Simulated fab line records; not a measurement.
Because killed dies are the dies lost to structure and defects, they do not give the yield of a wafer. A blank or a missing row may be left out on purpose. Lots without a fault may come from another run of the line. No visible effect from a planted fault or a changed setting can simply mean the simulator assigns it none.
A lot that was struck, set against a sound lot / flow sky130 / 19 steps out of a route of 708
Sound: these wafers, L851.1, L851.3, L851.4. Wafers L856.2, L856.4, L856.6 were the ones struck. The cause is given at the end.
Order at every step that has rows: each side's tool, ch and its chambers, its first start. Under that, the readings that differ: sound wafers / struck wafers / difference of the means / sigmas: that difference in standard deviations of wafers without a fault.
alike: same words and numbers on both sides, and readings whose means sit less than 2 such deviations apart. not compared: any withheld reading, any reading some wafer has no value for, any bound like >300 that may hide the same value, and any number with overlapping values for which the record gives no deviation.
The two part at a step that has a row with sigmas, a row that says differs or no value, or rows on one side only. Numbers that don't overlap but have no deviation are shown without sigmas and don't part them. A reading that every wafer of one side lacks parts them only if that side has two wafers or more.

SKY_POLY_GATE_CD_MEAS_22:
  sound: cd_sem-01 at day 19 16:17; struck: cd_sem-02 at day 21 17:23
  alike: cd_nm
then, 7 steps without rows for these wafers: SKY_LDD_N_DEHYDRATE_00 (time 60 s); SKY_LDD_N_HMDS_01 (prime time 60 s); SKY_LDD_N_COAT_02 (resist thk 300 nm); SKY_LDD_N_SOFTBAKE_03 (time 60 s); SKY_LDD_N_EXPOSE_04 (exposes mask NTM, target cd 840 nm); SKY_LDD_N_PEB_05; SKY_LDD_N_DEVELOP_06 (develop time 60 s).
SKY_LDD_N_OVL_MEAS_07:
  sound: overlay-02 at day 20 22:47; struck: overlay-01 at day 23 00:06
reading=LDD_N_OVL (nm); sound=1.4 1.0 1.2; struck=-1.4 -1.9 -4.3; difference=-3.7; sigmas=-2
then, 3 steps without rows for these wafers: SKY_LDD_N_IMPLANT_08; SKY_LDD_N_IMPLANT_09; SKY_LDD_N_IMPLANT_10.
SKY_LDD_N_IMPLANT_11:
  struck on implanter-04, day 23 00:37; sound on implanter-02 ch 0, day 20 23:17
  no value came back on the struck wafers for beam_energy_keV, beam_on_s (s), rotation_deg (degrees); on the sound wafers beam_energy_keV reads 20.000 20.005 19.999
then, 4 steps without rows for these wafers: SKY_LDD_N_IMPLANT_12; SKY_LDD_N_IMPLANT_13; SKY_LDD_N_IMPLANT_14; SKY_LDD_N_IMPLANT_15.
SKY_LDD_N_STRIP_16: strips in O2/N2.
  sound on plasma_asher-01 ch 0,1, day 21 00:02; struck on plasma_asher-01 ch 0,1, day 23 01:20
reading=strip_time_to_endpoint_s (s); sound=4.302 4.284 4.286; struck=4.136 4.121 4.145; difference=-0.157; sigmas=-10
  alike: drypump_motor_current_A, oes_product_au
  not compared: rf_hours_counter_h
SKY_LDD_N_TW_MEAS_17:
  sound: film_metro-01 at day 21 00:08; struck: film_metro-04 at day 23 01:26
reading=LDD_N_TW; sound=2594 2598 2601; struck=2459 2470 2464; difference=-133; sigmas=-10

== WHERE THEY PART ==
First at SKY_LDD_N_OVL_MEAS_07; last, within this record, at SKY_LDD_N_TW_MEAS_17.

WHY: what the simulator had put in
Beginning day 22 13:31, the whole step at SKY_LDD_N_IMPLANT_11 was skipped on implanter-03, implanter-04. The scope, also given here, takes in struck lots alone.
